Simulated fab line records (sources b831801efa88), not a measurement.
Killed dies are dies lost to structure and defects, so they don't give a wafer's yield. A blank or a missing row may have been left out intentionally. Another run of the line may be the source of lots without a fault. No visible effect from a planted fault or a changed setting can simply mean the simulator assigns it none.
One fault seen from 2 desks :: flow gf180mcu :: what lay behind the numbers comes last; until then each desk has only its own

## AT THE METROLOGY DESK
What the gauges read, lot by lot, whatever tool the lot ran on: means of the sampled wafers that have a number. Any lot whose mean is over 4 standard deviations away from the usual mean is out of limits and marked OUT; that distance is given in the brackets.
Columns: A = VT_IMPLANT_3_TW at GF_VT_IMPLANT_TW_MEAS_32, usual 267.0; B = VT_IMPLANT_03_OVL at GF_VT_IMPLANT_OVL_MEAS_40, usual -0.4 nm; C = VT_IMPLANT_4_TW at GF_VT_IMPLANT_TW_MEAS_43, usual 687
lot: L691
first seen here: day 9 11:22
A: 267.7
B: -0.0
C: 687

lot: L692
first seen here: day 9 14:12
A: 266.8
B: -1.5
C: 683

lot: L700
first seen here: day 11 18:06
A: 270.0
B: 0.6
C: 698

lot: L702
first seen here: day 12 05:38
A: 271.9
B: 1.1
C: 683

lot: L704
first seen here: day 12 20:44
A: 264.8
B: -1.1
C: 684

lot: L705
first seen here: day 13 04:53
A: 265.3
B: 0.5
C: 683
This desk's finding: nothing out of limits on any of the 6 lots.

## TOOL OWNER'S DESK, wet bench-04
The tool's own readings at GF_VT_IMPLANT_CLEAN_44 (cleans in SC1/SC2, time 150 s): means of the sampled wafers that have a number, for each lot that ran on this tool. Any lot whose mean is over 4 standard deviations away from the usual mean is out of limits and marked OUT; that distance is given in the brackets.
Columns: A = run length s at GF_VT_IMPLANT_CLEAN_44, usual 178 s
lot: L692
first seen here: day 10 08:31
A: 183

lot: L700
first seen here: day 12 13:34
A: 99 (-19) OUT

lot: L704
first seen here: day 13 17:27
A: 98 (-20) OUT
This desk's finding: out of limits on L700, L704; first on L700, day 12 13:34 (run length s at GF_VT_IMPLANT_CLEAN_44). Within limits: L692.

## ALL TOGETHER
On L700, L704, at day 12 13:34, an alarm was possible from the tool owner's desk.
At the metrology desk, nothing out of limits was observed.
The metrology desk holds a record of L700, L704, inside its limits.
The lots listed all ran GF_VT_IMPLANT_CLEAN_44 on wet bench-04.

## WHAT THE SIMULATOR HAD INSERTED
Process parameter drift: wet bench-04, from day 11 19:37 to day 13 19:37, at GF_VT_IMPLANT_CLEAN_44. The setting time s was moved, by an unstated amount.
Shown lots that were struck: L700, L704.
Time in hours from fault onset to the first out-of-limits reading at each desk: the tool owner's desk, 18.
